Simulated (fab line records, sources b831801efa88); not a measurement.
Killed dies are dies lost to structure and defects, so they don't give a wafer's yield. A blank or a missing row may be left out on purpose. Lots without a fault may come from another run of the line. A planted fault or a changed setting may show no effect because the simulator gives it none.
fab line records | flow sky130
record lots=5 wafers=15 last_day=50
route steps=708 shown METAL2@491 VIA2@507
lots that met no fault: from a run of the same line without faults
start_h: hours from the record's first day to the start of the lot's first wafer shown | wait_h: hours since the lot's step before | " the same as in the row above | L1.1+2: a row that stands for several wafers | - no value, or no start given | * or withheld: withheld | < > ~ a bound
route shown NAME@n: a module of which the file shows steps, and the number in the route of the first | usual: mean/standard deviation of fault-free wafers | same: alike in all rows | chamber/n: place in a boat | sites: the reading at each site | _std_site: their standard deviation | _edge_site: outer sites' mean less inner sites' | radius_mm: how far each site lies from the wafer's centre | mask NAME#n: copy n | behind: the tool/chamber that last shaped the wafer | hold: why the lot was held/for how many hours/how that ended | device: the transistor (n, p or np) that didn't switch | end of line: the same wafers' tests at the end of the route | a step without rows: its recipe alone | killed: dies lost to structure and defects at the first sort, not the wafer's yield | map: a wafer's dies, x killed, . not, _ none there
set.NAME: the setting as run; set.NAME@STEP: as run at that earlier step | model.NAME: the simulator's own value behind a step, which no gauge read
lots at some steps of the route; a table a step, a row a wafer
services: from which hour (start_h, from the record's first day; less than 0 if before it) a tool's chamber was out of use, for how many hours, and why
## steps
# step SKY_METAL2_HMDS_08
# recipe prime_time_s=60 prime_temp_c=120
# columns lot.wafer tool chamber start_h wait_h
L079.1+2+5 litho_track-01 0 852.09 0.1
L083.3+4+5 litho_track-01 0 886.59 0.1
L094.1+3+4 litho_track-04 0 960.92 0.1
L095.2+3+6 litho_track-04 0 973.05 0.1
L097.2+3+6 litho_track-01 0 982.17 0.1
# step SKY_METAL2_COAT_09
# recipe resist=BARC temp_c=withheld time_s=withheld spin_rpm=3000 resist_thk_nm=60
# usual spin_speed_rpm=3000.1/1.6
# columns lot.wafer tool chamber start_h wait_h spin_speed_rpm
L079.1 litho_track-01 0 852.24 0.1 2999.4
L079.2 " 0 " " 2999.8
L079.5 " 0 " " 2999.0
L083.3 litho_track-01 0 886.74 0.1 3000.6
L083.4 " 0 " " 2999.1
L083.5 " 0 " " 2999.9
L094.1 litho_track-04 0 961.07 0.1 2999.8
L094.3 " 0 " " 2999.6
L094.4 " 0 " " 3000.1
L095.2 litho_track-04 0 973.20 0.1 3001.8
L095.3 " 0 " " 3000.4
L095.6 " 0 " " 2995.3
L097.2 litho_track-01 0 982.32 0.1 3001.1
L097.3 " 0 " " 2999.5
L097.6 " 0 " " 3000.7
# step SKY_METAL2_COAT_10
# recipe resist=KrF-thick spin_rpm=3000 resist_thk_nm=450
# usual spin_speed_rpm=3000.3/1.5
# columns lot.wafer tool chamber start_h wait_h spin_speed_rpm
L079.1 litho_track-01 0 - - 3001.5
L079.2 " 0 " " 3000.2
L079.5 " 0 " " 3001.3
L083.3 litho_track-01 0 - - 3000.4
L083.4 " 0 " " 2999.2
L083.5 " 0 " " 3001.6
L094.1 litho_track-04 0 - - 2999.2
L094.3 " 0 " " 2999.7
L094.4 " 0 " " 2998.9
L095.2 litho_track-04 0 - - 3003.6
L095.3 " 0 " " 3000.9
L095.6 " 0 " " 3001.5
L097.2 litho_track-01 0 - - 2999.9
L097.3 " 0 " " 2999.2
L097.6 " 0 " " 3000.4
# step SKY_METAL2_SOFTBAKE_11
# recipe temp_c=100 time_s=90 resist=KrF-thick
# usual heater_power_total_W=57.36/0.12
# columns lot.wafer tool chamber start_h wait_h heater_power_total_W
L079.1 litho_track-01 0 - - 57.38
L079.2 " 0 " " 57.29
L079.5 " 0 " " 57.40
L083.3 litho_track-01 0 - - 57.40
L083.4 " 0 " " 57.23
L083.5 " 0 " " 57.29
L094.1 litho_track-04 0 - - 57.40
L094.3 " 0 " " 57.29
L094.4 " 0 " " 57.36
L095.2 litho_track-04 0 - - 57.39
L095.3 " 0 " " 57.44
L095.6 " 0 " " 57.31
L097.2 litho_track-01 0 - - 57.38
L097.3 " 0 " " 57.43
L097.6 " 0 " " 57.25
# step SKY_METAL2_EXPOSE_12
# recipe mask_id=MM2 na=0.8 source_shape=annular sigma_inner=0.55 sigma_outer=0.85 target_cd_nm=140 dose_mj=28
# columns lot.wafer tool chamber start_h wait_h mask
L079.1+2+5 krf_scanner-02 0 - - MM2#0
L083.3+4+5 krf_scanner-02 0 - - MM2#0
L094.1+3+4 krf_scanner-01 0 - - MM2#0
L095.2+3+6 krf_scanner-01 0 - - MM2#0
L097.2+3+6 krf_scanner-01 0 - - MM2#0
# step SKY_METAL2_PEB_13
# recipe peb_temp_c=withheld peb_time_s=withheld resist=KrF-thick
# columns lot.wafer tool chamber start_h wait_h
L079.1+2+5 litho_track-01 0 - -
L083.3+4+5 litho_track-03 0 - -
L094.1+3+4 litho_track-01 0 - -
L095.2+3+6 litho_track-03 0 - -
L097.2+3+6 litho_track-04 0 - -
# step SKY_METAL2_DEVELOP_14
# recipe develop_time_s=60 resist=KrF-thick dev_temp_c=21
# columns lot.wafer tool chamber start_h wait_h
L079.1+2+5 litho_track-01 0 - -
L083.3+4+5 litho_track-03 0 - -
L094.1+3+4 litho_track-01 0 - -
L095.2+3+6 litho_track-03 0 - -
L097.2+3+6 litho_track-04 0 - -
# step SKY_METAL2_CD_MEAS_15
# recipe target_cd_nm=140
# usual cd_nm=140.2/1.5
# columns lot.wafer tool chamber start_h wait_h cd_nm
L079.1 cd_sem-01 - 865.14 - 140.8
L079.2 " - " " 142.8
L079.5 " - " " 142.4
L083.3 cd_sem-02 - 900.36 - 139.1
L083.4 " - " " 138.6
L083.5 " - " " 138.2
L094.1 cd_sem-01 - 973.09 - 136.6
L094.3 " - " " 138.1
L094.4 " - " " 136.8
L095.2 cd_sem-01 - 985.49 - 139.6
L095.3 " - " " 140.9
L095.6 " - " " 142.1
L097.2 cd_sem-01 - 993.29 - 140.7
L097.3 " - " " 142.2
L097.6 " - " " 139.7
# step SKY_METAL2_OVL_MEAS_16
# usual METAL2_OVL=1/6
# columns lot.wafer tool chamber start_h wait_h METAL2_OVL[nm]
L079.1 overlay-01 - 865.26 0.1 -1
L079.2 " - " " 2
L079.5 " - " " -8
L083.3 overlay-01 - 900.45 0.1 6
L083.4 " - " " -1
L083.5 " - " " 0
L094.1 overlay-02 - 973.21 0.1 4
L094.3 " - " " 10
L094.4 " - " " 6
L095.2 overlay-01 - 985.59 0.1 -6
L095.3 " - " " -5
L095.6 " - " " -3
L097.2 overlay-01 - 993.40 0.1 -11
L097.3 " - " " -8
L097.6 " - " " -4
# step SKY_METAL2_DESCUM_17
# recipe chemistry=O2 source_power_w=150 bias_power_w=0 pressure_mtorr=10 temp_c=40 time_s=8
# usual drypump_motor_current_A=6.0/0.4 oes_product_au=0.998/0.0095
# columns lot.wafer tool chamber start_h wait_h drypump_motor_current_A oes_product_au rf_hours_counter_h
L079.1 rie_metal-02 0 865.30 0.0 6.3 0.992 4
L079.2 " 1 " " 5.6 0.995 2
L079.5 " 1 " " 5.6 0.994 -
L083.3 rie_metal-01 1 900.48 0.0 5.4 0.985 -
L083.4 " 0 " " 6.3 0.979 -
L083.5 " 0 " " 6.3 0.992 -
L094.1 rie_metal-01 0 973.25 0.0 6.3 0.988 13
L094.3 " 0 " " 6.3 0.985 -
L094.4 " 1 " " 5.4 0.987 -
L095.2 rie_metal-02 0 985.62 0.0 6.2 1.002 10
L095.3 " 1 " " 5.6 0.996 -
L095.6 " 0 " " 6.2 0.998 -
L097.2 rie_metal-02 0 993.43 0.0 6.2 1.002 11
L097.3 " 1 " " 5.6 0.986 -
L097.6 " 1 " " 5.6 0.988 -
# step SKY_METAL2_ETCH_18
# recipe chemistry=N2/H2 target=BARC ion_energy_ev=200 bias_w=100 pressure_mtorr=30 n2_flow_sccm=100 h2_flow_sccm=200 icp_w=500 stop_on=SiO2 time_s=45.9 target_depth_a=600
# usual bias_w=100.0/0.33 drypump_motor_current_A=6.0/0.4 oes_product_au=0.855/0.0046 throttle_valve_pct=13.223/0.0095
# columns lot.wafer tool chamber start_h wait_h bias_w drypump_motor_current_A oes_product_au rf_hours_counter_h throttle_valve_pct
L079.1 rie_metal-02 0 865.33 0.0 100.6 6.3 0.862 4 13.223
L079.2 " 1 " " 100.2 5.5 0.852 2 13.224
L079.5 " 1 " " 99.9 5.6 0.848 - 13.225
L083.3 rie_metal-01 1 900.52 0.0 100.3 5.4 0.866 - 13.223
L083.4 " 0 " " 99.6 6.4 0.851 - 13.224
L083.5 " 0 " " 99.5 6.4 0.855 - 13.226
L094.1 rie_metal-01 0 973.28 0.0 99.6 6.4 0.853 13 13.213
L094.3 " 0 " " 99.7 6.4 0.857 - 13.235
L094.4 " 1 " " 100.3 5.4 0.857 - 13.215
L095.2 rie_metal-02 0 985.65 0.0 99.8 6.2 0.859 10 13.221
L095.3 " 1 " " 100.2 5.6 0.858 - 13.230
L095.6 " 0 " " 100.1 6.2 0.861 - 13.216
L097.2 rie_metal-02 0 993.46 0.0 99.6 6.2 0.853 11 13.221
L097.3 " 1 " " 100.4 5.6 0.848 - 13.223
L097.6 " 1 " " 100.0 5.6 0.858 - 13.201
# step SKY_METAL2_METAL_ETCH_19
# recipe target_depth_a=3600 stop_on=SiO2 over_etch_frac=0.3 time_s=78 chemistry=Cl2/BCl3 resist_sidewall_deg=88 pressure_mtorr=10 icp_w=900 bias_w=48.5 Cl2_flow_sccm=60 bcl3_flow_sccm=30
# usual bias_w=48.50/0.16 drypump_motor_current_A=6.0/0.4 oes_product_au=0.857/0.0084 throttle_valve_pct=22.264/0.0089
# same over_etch_frac=0.3
# columns lot.wafer tool chamber start_h wait_h bias_w drypump_motor_current_A oes_product_au rf_hours_counter_h throttle_valve_pct
L079.1 rie_metal-02 0 865.39 0.0 48.39 6.2 0.866 4 22.273
L079.2 " 1 " " 48.79 5.6 0.879 2 22.247
L079.5 " 1 " " 48.62 5.6 0.865 - 22.261
L083.3 rie_metal-01 1 900.60 0.1 48.37 5.4 0.867 - 22.267
L083.4 " 0 " " 48.65 6.4 0.863 - 22.245
L083.5 " 0 " " 48.63 6.4 0.846 - 22.256
L094.1 rie_metal-01 0 973.34 0.0 48.28 6.3 0.859 13 22.279
L094.3 " 0 " " 48.41 6.3 0.858 - 22.257
L094.4 " 1 " " 48.59 5.4 0.849 - 22.256
L095.2 rie_metal-02 0 985.72 0.0 48.49 6.2 0.866 10 22.262
L095.3 " 1 " " 48.43 5.6 0.860 - 22.267
L095.6 " 0 " " 48.31 6.2 0.856 - 22.254
L097.2 rie_metal-02 0 993.52 0.0 48.61 6.2 0.847 11 22.257
L097.3 " 1 " " 48.65 5.5 0.848 - 22.256
L097.6 " 1 " " 48.60 5.6 0.870 - 22.274
# step SKY_METAL2_STRIP_20
# recipe chemistry=O2/N2 power_w=1400 pressure_mtorr=1500 platen_temp_c=withheld o2_flow_sccm=3000 n2_flow_sccm=300 overash_fraction=0.5
# usual drypump_motor_current_A=5.9/0.48 oes_product_au=0.343/0.0043 strip_time_to_endpoint_s=2.70/0.046
# columns lot.wafer tool chamber start_h wait_h drypump_motor_current_A oes_product_au rf_hours_counter_h strip_time_to_endpoint_s
L079.1 plasma_asher-01 0 865.48 0.1 5.5 0.352 74 2.72
L079.2 " 1 " " 5.7 0.347 74 2.77
L079.5 " 0 " " 5.5 0.346 - 2.78
L083.3 plasma_asher-01 1 900.69 0.1 5.7 0.343 - 2.78
L083.4 " 0 " " 5.5 0.343 - 2.77
L083.5 " 1 " " 5.7 0.352 - 2.75
L094.1 plasma_asher-03 1 973.43 0.1 5.8 0.347 54 2.76
L094.3 " 1 " " 5.8 0.343 - 2.77
L094.4 " 0 " " 6.7 0.346 - 2.72
L095.2 plasma_asher-02 1 985.81 0.1 5.9 0.346 24 2.71
L095.3 " 1 " " 5.9 0.349 - 2.77
L095.6 " 0 " " 5.2 0.342 - 2.69
L097.2 plasma_asher-01 1 993.61 0.1 5.7 0.344 86 2.70
L097.3 " 0 " " 5.5 0.343 - 2.73
L097.6 " 1 " " 5.7 0.345 - 2.73
# step SKY_METAL2_STRIP_21
# recipe chemistry=post_etch_residue_remover time_s=1200 temp_c=72.5
# columns lot.wafer tool chamber start_h wait_h
L079.1+2+5 wet_bench-01 1 865.58 0.1
L083.3+4+5 wet_bench-03 2 900.76 0.0
L094.1+3+4 wet_bench-01 2 973.53 0.1
L095.2+3+6 wet_bench-02 3 985.91 0.1
L097.2+3+6 wet_bench-01 1 993.71 0.1
# step SKY_METAL2_CLEAN_22
# recipe chemistry=IPA time_s=180 temp_c=25
# columns lot.wafer tool chamber start_h wait_h
L079.1+2+5 wet_bench-02 0 865.92 0.0
L083.3+4+5 wet_bench-02 0 901.13 0.0
L094.1+3+4 wet_bench-02 2 973.88 0.0
L095.2+3+6 wet_bench-02 2 986.31 0.0
L097.2+3+6 wet_bench-02 0 994.05 0.0
# step SKY_METAL2_CLEAN_23
# recipe chemistry=O3/DIW dry=n2_spin
# columns lot.wafer tool chamber start_h wait_h
L079.1+2+5 wet_bench-03 3 865.98 0.0
L083.3+4+5 wet_bench-02 1 901.19 0.0
L094.1+3+4 wet_bench-03 1 973.93 0.0
L095.2+3+6 wet_bench-03 3 986.38 0.0
L097.2+3+6 wet_bench-01 2 994.11 0.0
# step SKY_VIA2_HDPCVD_00
# recipe material=SiO2 target_thk_nm=1180 sigma_open_frac=0.3 time_s=196.7 temp_c=400 sih4_flow_sccm=60 pressure_mtorr=6
# columns lot.wafer tool chamber start_h wait_h
L079.1+2+5 hdpcvd-01 0,2,2 866.08 0.0
L083.3+4+5 hdpcvd-01 1,2,0 901.28 0.0
L094.1+3+4 hdpcvd-01 1,0,2 974.03 0.0
L095.2+3+6 hdpcvd-02 0,2,2 986.47 0.0
L097.2+3+6 hdpcvd-01 1,2,0 994.20 0.0
# step SKY_VIA2_THK_MEAS_01
# recipe reads=SiO2_of_VIA2_HDPCVD_00
# usual VIA2_HDPCVD_THK=1184/10
# columns lot.wafer tool chamber start_h wait_h VIA2_HDPCVD_THK[nm]
L079.1 film_metro-02 - 866.21 0.1 1206
L079.2 " - " " 1181
L079.5 " - " " 1176
L083.3 film_metro-04 - 901.42 0.1 1185
L083.4 " - " " 1167
L083.5 " - " " 1180
L094.1 film_metro-02 - 974.15 0.1 1168
L094.3 " - " " 1178
L094.4 " - " " 1173
L095.2 film_metro-02 - 986.61 0.1 1176
L095.3 " - " " 1185
L095.6 " - " " 1175
L097.2 film_metro-04 - 994.34 0.1 1192
L097.3 " - " " 1162
L097.6 " - " " 1190
# step SKY_VIA2_CMP_02
# recipe material=SiO2 down_force_psi=4 platen_rpm=60 pad_velocity_m_s=0.94248
# usual motor_current_A=12.1/0.73 slurry_filter_dp_kPa=13.51/0.13
# columns lot.wafer tool chamber start_h wait_h motor_current_A slurry_filter_dp_kPa
L079.2 cmp-01 2 866.27 0.0 12.4 13.42
L079.1 " 1 " " 12.2 13.52
L079.5 " 2 " " 12.0 13.45
L083.4 cmp-02 3 901.46 0.0 10.1 13.28
L083.3 " 2 " " 13.2 13.35
L083.5 " 0 " " 12.6 13.72
L094.4 cmp-02 2 974.21 0.0 13.4 13.70
L094.3 " 3 " " 10.7 13.62
L094.1 " 0 " " 11.8 13.53
L095.2 cmp-01 1 986.66 0.0 12.1 13.47
L095.3 " 3 " " 12.0 13.73
L095.6 " 1 " " 12.1 13.46
L097.2 cmp-02 3 994.44 0.1 10.7 13.33
L097.3 " 0 " " 11.7 13.40
L097.6 " 2 " " 12.9 13.44
# step SKY_VIA2_BOW_MEAS_03
# recipe mode=bow
# usual VIA2_BOW=86/7.2
# columns lot.wafer tool chamber start_h wait_h VIA2_BOW[um]
L079.1 film_metro-02 - 866.57 0.1 91
L079.2 " - " " 87
L079.5 " - " " 90
L083.3 film_metro-04 - 901.80 0.1 92
L083.4 " - " " 89
L083.5 " - " " 91
L094.1 film_metro-04 - 974.51 0.1 91
L094.3 " - " " 97
L094.4 " - " " 97
L095.2 film_metro-04 - 986.98 0.3 75
L095.3 " - " " 75
L095.6 " - " " 80
L097.2 film_metro-02 - 994.71 0.2 72
L097.3 " - " " 89
L097.6 " - " " 91
# step SKY_VIA2_DEHYDRATE_04
# recipe temp_c=200 time_s=60
# usual heater_power_total_W=160.37/0.13
# columns lot.wafer tool chamber start_h wait_h heater_power_total_W
L079.1 litho_track-01 0 879.69 13.1 160.40
L079.2 " 0 " " 160.30
L079.5 " 0 " " 160.19
L083.3 litho_track-02 0 913.43 11.6 160.43
L083.4 " 0 " " 160.63
L083.5 " 0 " " 160.21
L094.1 litho_track-02 0 985.68 11.1 160.35
L094.3 " 0 " " 160.47
L094.4 " 0 " " 160.55
L095.2 litho_track-02 0 998.15 11.2 160.33
L095.3 " 0 " " 160.26
L095.6 " 0 " " 160.43
L097.2 litho_track-02 0 1006.65 11.9 160.54
L097.3 " 0 " " 160.32
L097.6 " 0 " " 160.33
# step SKY_VIA2_HMDS_05
# recipe prime_time_s=60 prime_temp_c=120
# columns lot.wafer tool chamber start_h wait_h
L079.1+2+5 litho_track-01 0 879.84 0.1
L083.3+4+5 litho_track-02 0 913.58 0.1
L094.1+3+4 litho_track-02 0 985.83 0.1
L095.2+3+6 litho_track-02 0 998.30 0.1
L097.2+3+6 litho_track-02 0 1006.80 0.1
# step SKY_VIA2_COAT_06
# recipe resist=BARC temp_c=withheld time_s=withheld spin_rpm=3000 resist_thk_nm=60
# usual spin_speed_rpm=3000.2/1.8
# columns lot.wafer tool chamber start_h wait_h spin_speed_rpm
L079.1 litho_track-01 0 879.99 0.1 3002.1
L079.2 " 0 " " 2998.4
L079.5 " 0 " " 3003.2
L083.3 litho_track-02 0 913.73 0.1 3002.6
L083.4 " 0 " " 3000.7
L083.5 " 0 " " 3000.3
L094.1 litho_track-02 0 985.98 0.1 2996.8
L094.3 " 0 " " 2996.6
L094.4 " 0 " " 3001.0
L095.2 litho_track-02 0 998.45 0.1 3003.2
L095.3 " 0 " " 2998.6
L095.6 " 0 " " 2999.9
L097.2 litho_track-02 0 1006.95 0.1 2998.6
L097.3 " 0 " " 2999.2
L097.6 " 0 " " 3000.9
# step SKY_VIA2_COAT_07
# recipe resist=KrF-thick spin_rpm=3000 resist_thk_nm=450
# usual spin_speed_rpm=2999.7/1.8
# columns lot.wafer tool chamber start_h wait_h spin_speed_rpm
L079.1 litho_track-01 0 - - 2996.2
L079.2 " 0 " " 2999.3
L079.5 " 0 " " 2998.3
L083.3 litho_track-02 0 - - 3001.4
L083.4 " 0 " " 3004.7
L083.5 " 0 " " 3006.0
L094.1 litho_track-02 0 - - 2997.8
L094.3 " 0 " " 2998.7
L094.4 " 0 " " 2999.5
L095.2 litho_track-02 0 - - 2997.2
L095.3 " 0 " " 3000.9
L095.6 " 0 " " 3001.1
L097.2 litho_track-02 0 - - 2999.8
L097.3 " 0 " " 2998.0
L097.6 " 0 " " 3001.6
# step SKY_VIA2_SOFTBAKE_08
# recipe temp_c=100 time_s=90 resist=KrF-thick
# usual heater_power_total_W=57.36/0.11
# columns lot.wafer tool chamber start_h wait_h heater_power_total_W
L079.1 litho_track-01 0 - - 57.21
L079.2 " 0 " " 57.54
L079.5 " 0 " " 57.38
L083.3 litho_track-02 0 - - 57.17
L083.4 " 0 " " 57.47
L083.5 " 0 " " 57.20
L094.1 litho_track-02 0 - - 57.26
L094.3 " 0 " " 57.45
L094.4 " 0 " " 57.46
L095.2 litho_track-02 0 - - 57.39
L095.3 " 0 " " 57.56
L095.6 " 0 " " 57.48
L097.2 litho_track-02 0 - - 57.36
L097.3 " 0 " " 57.41
L097.6 " 0 " " 57.23
# step SKY_VIA2_EXPOSE_09
# recipe mask_id=VIM2 na=0.8 source_shape=annular sigma_inner=0.55 sigma_outer=0.85 target_cd_nm=200 dose_mj=37.55
# columns lot.wafer tool chamber start_h wait_h mask
L079.1+2+5 krf_scanner-01 0 - - VIM2#0
L083.3+4+5 krf_scanner-01 0 - - VIM2#0
L094.1+3+4 krf_scanner-02 0 - - VIM2#0
L095.2+3+6 krf_scanner-01 0 - - VIM2#0
L097.2+3+6 krf_scanner-01 0 - - VIM2#0
# step SKY_VIA2_PEB_10
# recipe peb_temp_c=withheld peb_time_s=withheld resist=KrF-thick
# columns lot.wafer tool chamber start_h wait_h
L079.1+2+5 litho_track-01 0 - -
L083.3+4+5 litho_track-01 0 - -
L094.1+3+4 litho_track-04 0 - -
L095.2+3+6 litho_track-02 0 - -
L097.2+3+6 litho_track-04 0 - -
# step SKY_VIA2_DEVELOP_11
# recipe develop_time_s=60 resist=KrF-thick dev_temp_c=21
# columns lot.wafer tool chamber start_h wait_h
L079.1+2+5 litho_track-01 0 - -
L083.3+4+5 litho_track-01 0 - -
L094.1+3+4 litho_track-04 0 - -
L095.2+3+6 litho_track-02 0 - -
L097.2+3+6 litho_track-04 0 - -
# step SKY_VIA2_CD_MEAS_12
# recipe target_cd_nm=200
# usual cd_nm=200.0/1.5
# columns lot.wafer tool chamber start_h wait_h cd_nm
L079.1 cd_sem-01 - 893.06 - 198.9
L079.2 " - " " 198.4
L079.5 " - " " 198.7
L083.3 cd_sem-01 - 926.53 - 202.6
L083.4 " - " " 201.0
L083.5 " - " " 199.7
L094.1 cd_sem-01 - 998.27 - 198.9
L094.3 " - " " 198.8
L094.4 " - " " 200.7
L095.2 cd_sem-01 - 1010.50 - 199.5
L095.3 " - " " 198.4
L095.6 " - " " 198.6
L097.2 cd_sem-01 - 1018.39 - 199.9
L097.3 " - " " 199.9
L097.6 " - " " 200.3
# step SKY_VIA2_OVL_MEAS_13
# usual VIA2_OVL=2/5.9
# columns lot.wafer tool chamber start_h wait_h VIA2_OVL[nm]
L079.1 overlay-02 - 893.18 0.1 2
L079.2 " - " " 4
L079.5 " - " " -3
L083.3 overlay-01 - 926.62 0.1 0
L083.4 " - " " -7
L083.5 " - " " 5
L094.1 overlay-01 - 998.39 0.1 -2
L094.3 " - " " -8
L094.4 " - " " -10
L095.2 overlay-01 - 1010.60 0.1 0
L095.3 " - " " 7
L095.6 " - " " 2
L097.2 overlay-02 - 1018.50 0.1 20
L097.3 " - " " 10
L097.6 " - " " 17
# step SKY_VIA2_ETCH_14
# recipe chemistry=N2/H2 target=BARC ion_energy_ev=200 source_w=500 bias_w=100 pressure_mtorr=30 n2_flow_sccm=100 h2_flow_sccm=200 stop_on=SiO2 time_s=45.9 target_depth_a=600
# usual bias_w=100.0/0.3 drypump_motor_current_A=5.5/0.55 oes_product_au=0.855/0.005 throttle_valve_pct=13.224/0.0095
# columns lot.wafer tool chamber start_h wait_h bias_w drypump_motor_current_A oes_product_au rf_hours_counter_h throttle_valve_pct
L079.1 rie_diel-01 0 893.21 0.0 100.1 5.8 0.851 6 13.198
L079.2 " 3 " " 100.2 6.7 0.859 16 13.220
L079.5 " 2 " " 99.7 5.2 0.851 - 13.237
L083.3 rie_diel-01 2 926.65 0.0 100.1 5.2 0.849 11 13.221
L083.4 " 3 " " 100.4 6.6 0.851 17 13.235
L083.5 " 0 " " 100.4 5.8 0.847 - 13.231
L094.1 rie_diel-01 3 998.43 0.0 100.3 6.7 0.855 18 13.235
L094.3 " 1 " " 99.7 5.2 0.854 15 13.238
L094.4 " 0 " " 100.2 5.8 0.849 9 13.222
L095.2 rie_diel-02 0 1010.63 0.0 100.1 5.1 0.863 11 13.210
L095.3 " 1 " " 100.3 6.4 0.853 23 13.216
L095.6 " 0 " " 100.0 5.1 0.856 - 13.229
L097.2 rie_diel-02 2 1018.53 0.0 99.9 5.4 0.858 14 13.232
L097.3 " 1 " " 99.4 6.5 0.848 23 13.226
L097.6 " 0 " " 99.8 5.1 0.862 - 13.236
# step SKY_VIA2_ETCH_15
# recipe target=SiO2 chemistry=C4F8/O2/Ar target_depth_nm=546 stop_on=TiN mask_material=KrF-thick source_w=1500 bias_w=1200 pressure_mtorr=40 c4f8_flow_sccm=withheld O2_flow_sccm=6 Ar_flow_sccm=300 time_s=84
# usual bias_w=1200/3.7 oes_product_au=0.931/0.0052
# columns lot.wafer tool chamber start_h wait_h bias_w oes_product_au rf_hours_counter_h
L079.1 rie_diel-01 0 893.25 0.0 1200 0.923 6
L079.2 " 3 " " 1202 0.935 16
L079.5 " 2 " " 1202 0.938 -
L083.3 rie_diel-01 2 926.69 0.0 1196 0.933 11
L083.4 " 3 " " 1198 0.936 17
L083.5 " 0 " " 1201 0.928 -
L094.1 rie_diel-01 3 998.47 0.0 1195 0.935 18
L094.3 " 1 " " 1195 0.930 15
L094.4 " 0 " " 1194 0.926 9
L095.2 rie_diel-02 0 1010.68 0.0 1205 0.933 11
L095.3 " 1 " " 1197 0.924 23
L095.6 " 0 " " 1201 0.927 -
L097.2 rie_diel-02 2 1018.57 0.0 1197 0.929 14
L097.3 " 1 " " 1193 0.930 23
L097.6 " 0 " " 1203 0.938 -
# step SKY_VIA2_STRIP_16
# recipe chemistry=O2/N2 power_w=1400 pressure_mtorr=1500 platen_temp_c=withheld o2_flow_sccm=3000 n2_flow_sccm=300 overash_fraction=0.5
# usual drypump_motor_current_A=5.59/0.28 oes_product_au=0.399/0.0047 strip_time_to_endpoint_s=4.053/0.021
# columns lot.wafer tool chamber start_h wait_h drypump_motor_current_A oes_product_au rf_hours_counter_h strip_time_to_endpoint_s
L079.1 plasma_asher-04 1 893.32 0.0 5.90 0.405 106 4.092
L079.2 " 0 " " 5.35 0.401 106 4.084
L079.5 " 1 " " 5.90 0.397 - 4.083
L083.3 plasma_asher-02 1 926.79 0.1 5.94 0.402 - 4.056
L083.4 " 0 " " 5.22 0.394 - 4.071
L083.5 " 0 " " 5.19 0.392 - 4.094
L094.1 plasma_asher-02 0 998.53 0.0 5.18 0.396 25 4.054
L094.3 " 1 " " 5.90 0.402 - 4.059
L094.4 " 0 " " 5.21 0.400 - 4.044
L095.2 plasma_asher-02 0 1010.74 0.0 5.19 0.396 26 4.039
L095.3 " 0 " " 5.19 0.402 - 4.054
L095.6 " 1 " " 5.91 0.399 - 4.030
L097.2 plasma_asher-02 0 1018.63 0.0 5.17 0.400 27 4.021
L097.3 " 0 " " 5.19 0.397 - 4.038
L097.6 " 0 " " 5.22 0.399 - 4.045
## services
# columns tool chamber start_h hours kind
wet_bench-02 - 831.46 9.1 repair
krf_scanner-01 - 832.38 1.0 pm
wet_bench-03 - 836.40 1.0 repair
plasma_asher-01 - 851.04 1.6 repair
plasma_asher-02 - 858.89 6.4 repair
rie_metal-01 - 875.60 3.3 repair
rie_diel-01 - 886.20 6.2 repair
rie_diel-02 1 892.96 12.4 repair
rie_diel-01 3 896.82 4.5 repair
krf_scanner-01 - 900.34 1.3 pm
rie_diel-01 - 903.82 1.2 repair
plasma_asher-01 - 905.07 11.0 repair
hdpcvd-01 - 922.03 2.8 pm
hdpcvd-01 - 950.25 15.0 pm
rie_diel-02 2 952.27 3.4 repair
krf_scanner-01 - 954.57 0.8 pm
hdpcvd-01 - 955.66 1.4 repair
hdpcvd-01 1 968.63 5.1 repair
rie_diel-01 3 973.50 21.0 repair
hdpcvd-01 - 975.92 5.5 pm
rie_diel-01 - 986.09 0.1 repair
rie_metal-01 0 994.28 6.7 repair
hdpcvd-01 2 998.83 22.4 repair
krf_scanner-01 - 1005.60 1.0 pm
## key
fault none
